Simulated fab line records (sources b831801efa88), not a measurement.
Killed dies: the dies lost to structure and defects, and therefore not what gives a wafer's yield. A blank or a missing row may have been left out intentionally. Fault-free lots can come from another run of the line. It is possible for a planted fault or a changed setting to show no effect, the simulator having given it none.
Which of the tools did it? -- flow gf180mcu -- 33 wafers from 11 lots sampled at 2 of the route's 602 steps

## WHAT EACH GAUGE READ, for each wafer
GF_V2_RS_MEAS_24: measurement is done with a four-point probe.
lot,measured,on,V2_W_RS (ohm/sq)
L522,day 20 05:53,film_metro-02,0.328 0.330 0.327
L524,day 21 08:49,film_metro-04,0.335 0.331 0.333
L525,day 21 16:49,film_metro-04,0.325 0.326 0.327
L527,day 22 13:23,film_metro-04,0.321 0.322 0.319
L534,day 24 16:52,film_metro-03,0.320 0.290 0.320
L539,day 26 08:43,film_metro-04,0.331 0.331 0.328
L541,day 27 02:40,film_metro-03,0.330 0.333 0.330
L542,day 27 07:03,film_metro-04,0.330 0.329 0.332
L543,day 27 10:20,film_metro-04,0.329 0.333 0.329
L544,day 27 20:22,film_metro-04,0.323 0.328 0.321
L545,day 28 02:06,film_metro-04,0.326 0.326 0.330

## WHAT TOOL EACH LOT RAN ON (gives the tool, then ch and the chambers of the sampled wafers, and finally the start)
lot,GF_V2_CVD_23
L522,"cvd_w-01 ch 0,1, day 20 05:46"
L524,"cvd_w-01 ch 1, day 21 08:42"
L525,"cvd_w-01 ch 0,1, day 21 16:42"
L527,"cvd_w-02 ch 0,1, day 22 13:16"
L534,"cvd_w-02 ch 0,1, day 24 16:46"
L539,"cvd_w-01 ch 0,1, day 26 08:36"
L541,"cvd_w-01 ch 0,1, day 27 02:33"
L542,"cvd_w-01 ch 0,1, day 27 06:55"
L543,"cvd_w-01 ch 0,1, day 27 10:13"
L544,"cvd_w-01 ch 0,1, day 27 20:15"
L545,"cvd_w-01 ch 0,1, day 28 01:58"
- GF_V2_CVD_23: deposits W, target thk 350 nm, time 104.94 s.

## THE ANSWER, worked out from the rows above alone
Rule: what is usual is taken from the lots themselves. Put in order of their means at a reading, lots are off if they are a third of the lots or fewer, leave a main group of 4 or more, and stand apart from it by a gap of 3 or more times the standard deviation of the main group's means; of several such gaps the widest counts. Not used: any main group whose means are identical at the precision the tables above print for the reading. A lot without any number at a reading at which 4 lots or more have one is off too. All remaining lots with rows at the step are treated as sound.
Off: L534, seen at GF_V2_RS_MEAS_24 (V2_W_RS). The main group: mean 0.328 ohm/sq, standard deviation 0.0035.
If a tool, at a process step before that reading, ran all the lots that are off and no sound lot after the first of them, it fits. Gauges at GF_V2_RS_MEAS_24: tried the same way as those tools. One fits: GF_V2_CVD_23 on cvd_w-02. A fault onset in the window from L527 (day 22 13:16, its last sound lot) to L534 (day 24 16:46, its first lot off) fits.

## WHAT THE SIMULATOR PUT IN
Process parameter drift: cvd_w-02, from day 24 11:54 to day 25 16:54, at GF_V2_CVD_23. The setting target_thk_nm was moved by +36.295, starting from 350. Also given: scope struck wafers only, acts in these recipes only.
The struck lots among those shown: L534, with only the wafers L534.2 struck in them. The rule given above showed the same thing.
